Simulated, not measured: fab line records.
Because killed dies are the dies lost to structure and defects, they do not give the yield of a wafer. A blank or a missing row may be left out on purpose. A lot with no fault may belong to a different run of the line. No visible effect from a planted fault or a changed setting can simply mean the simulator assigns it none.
Chamber matching || flow sky130 || SKY_SPACER_ETCHBACK_02 on rieDiel-01 has 4 sister chambers
The step etches Si3N4 in CH3F/O2, stops on SiO2, time 46.7 s, target depth 45 nm. 14 wafers are shown with their chamber, then 7 later ones without.

WAFERS PAIRED WITH THEIR CHAMBERS
{"wafer": "L274.1", "chamber": 0, "drypumpMotorCurrentA (A)": 6.21, "throttleValvePct (%)": 10.562, "ch3fFlowSccm (sccm)": 40.26}
{"wafer": "L274.2", "chamber": 3, "drypumpMotorCurrentA (A)": 5.94, "throttleValvePct (%)": 10.551, "ch3fFlowSccm (sccm)": 40.01}
{"wafer": "L274.3", "chamber": 2, "drypumpMotorCurrentA (A)": 5.73, "throttleValvePct (%)": 10.559, "ch3fFlowSccm (sccm)": 39.97}
{"wafer": "L277.2", "chamber": 2, "drypumpMotorCurrentA (A)": 5.72, "throttleValvePct (%)": 10.573, "ch3fFlowSccm (sccm)": 40.10}
{"wafer": "L277.3", "chamber": 0, "drypumpMotorCurrentA (A)": 6.19, "throttleValvePct (%)": 10.588, "ch3fFlowSccm (sccm)": 39.99}
{"wafer": "L277.5", "chamber": 2, "drypumpMotorCurrentA (A)": 5.71, "throttleValvePct (%)": 10.560, "ch3fFlowSccm (sccm)": 40.05}
{"wafer": "L276.2", "chamber": 2, "drypumpMotorCurrentA (A)": 5.71, "throttleValvePct (%)": 10.554, "ch3fFlowSccm (sccm)": 39.95}
{"wafer": "L276.4", "chamber": 0, "drypumpMotorCurrentA (A)": 6.20, "throttleValvePct (%)": 10.564, "ch3fFlowSccm (sccm)": 39.99}
{"wafer": "L276.6", "chamber": 3, "drypumpMotorCurrentA (A)": 5.92, "throttleValvePct (%)": 10.561, "ch3fFlowSccm (sccm)": 39.76}
{"wafer": "L279.2", "chamber": 3, "drypumpMotorCurrentA (A)": 5.92, "throttleValvePct (%)": 10.550, "ch3fFlowSccm (sccm)": 39.90}
{"wafer": "L279.4", "chamber": 0, "drypumpMotorCurrentA (A)": 6.24, "throttleValvePct (%)": 10.564, "ch3fFlowSccm (sccm)": 39.89}
{"wafer": "L279.5", "chamber": 1, "drypumpMotorCurrentA (A)": 5.62, "throttleValvePct (%)": 10.570, "ch3fFlowSccm (sccm)": 39.90}
{"wafer": "L282.1", "chamber": 2, "drypumpMotorCurrentA (A)": 5.71, "throttleValvePct (%)": 10.569, "ch3fFlowSccm (sccm)": 40.16}
{"wafer": "L282.4", "chamber": 2, "drypumpMotorCurrentA (A)": 5.71, "throttleValvePct (%)": 10.546, "ch3fFlowSccm (sccm)": 40.16}

SIGNATURES, as means of the wafers listed above
{"reading": "drypumpMotorCurrentA", "chamber 0": 6.2100, "chamber 1": 5.6200, "chamber 2": 5.7150, "chamber 3": 5.9267, "scatter within a chamber": 0.0142}
{"reading": "throttleValvePct", "chamber 0": 10.56950, "chamber 1": 10.57000, "chamber 2": 10.56017, "chamber 3": 10.55400, "scatter within a chamber": 0.0101}
{"reading": "ch3fFlowSccm", "chamber 0": 40.0325, "chamber 1": 39.9000, "chamber 2": 40.0650, "chamber 3": 39.8900, "scatter within a chamber": 0.122}
Rule: a wafer's distance from a chamber is the root of the sum, over the readings, of the square of ((its reading less the chamber's mean) divided by the reading's scatter). If the next closest chamber is less than 2 further off than the closest, the wafer can't be placed; otherwise it belongs to the closest. The scatter: the root of (the sum of the squares of (reading less its chamber's mean) over the shown wafers, divided by (wafers less chambers)).

WAFERS WITH NO CHAMBER GIVEN
{"wafer": "L282.6", "drypumpMotorCurrentA (A)": 5.59, "throttleValvePct (%)": 10.555, "ch3fFlowSccm (sccm)": 40.23}
{"wafer": "L295.3", "drypumpMotorCurrentA (A)": 6.21, "throttleValvePct (%)": 10.567, "ch3fFlowSccm (sccm)": 40.05}
{"wafer": "L295.5", "drypumpMotorCurrentA (A)": 5.59, "throttleValvePct (%)": 10.565, "ch3fFlowSccm (sccm)": 40.08}
{"wafer": "L295.6", "drypumpMotorCurrentA (A)": 5.70, "throttleValvePct (%)": 10.572, "ch3fFlowSccm (sccm)": 40.07}
{"wafer": "L296.2", "drypumpMotorCurrentA (A)": 6.19, "throttleValvePct (%)": 10.575, "ch3fFlowSccm (sccm)": 39.89}
{"wafer": "L296.4", "drypumpMotorCurrentA (A)": 5.70, "throttleValvePct (%)": 10.575, "ch3fFlowSccm (sccm)": 40.06}
{"wafer": "L296.6", "drypumpMotorCurrentA (A)": 5.59, "throttleValvePct (%)": 10.560, "ch3fFlowSccm (sccm)": 39.93}

THE CHAMBER EACH PASSED THROUGH
{"wafer": "L282.6", "from the rows above": 1, "in truth": 1}
{"wafer": "L295.3", "from the rows above": 0, "in truth": 0}
{"wafer": "L295.5", "from the rows above": 1, "in truth": 1}
{"wafer": "L295.6", "from the rows above": 2, "in truth": 2}
{"wafer": "L296.2", "from the rows above": 0, "in truth": 0}
{"wafer": "L296.4", "from the rows above": 2, "in truth": 2}
{"wafer": "L296.6", "from the rows above": 1, "in truth": 1}
Correctly placed: 7 of 7. Left unplaced by these rows: 0. Number placed wrongly: 0.
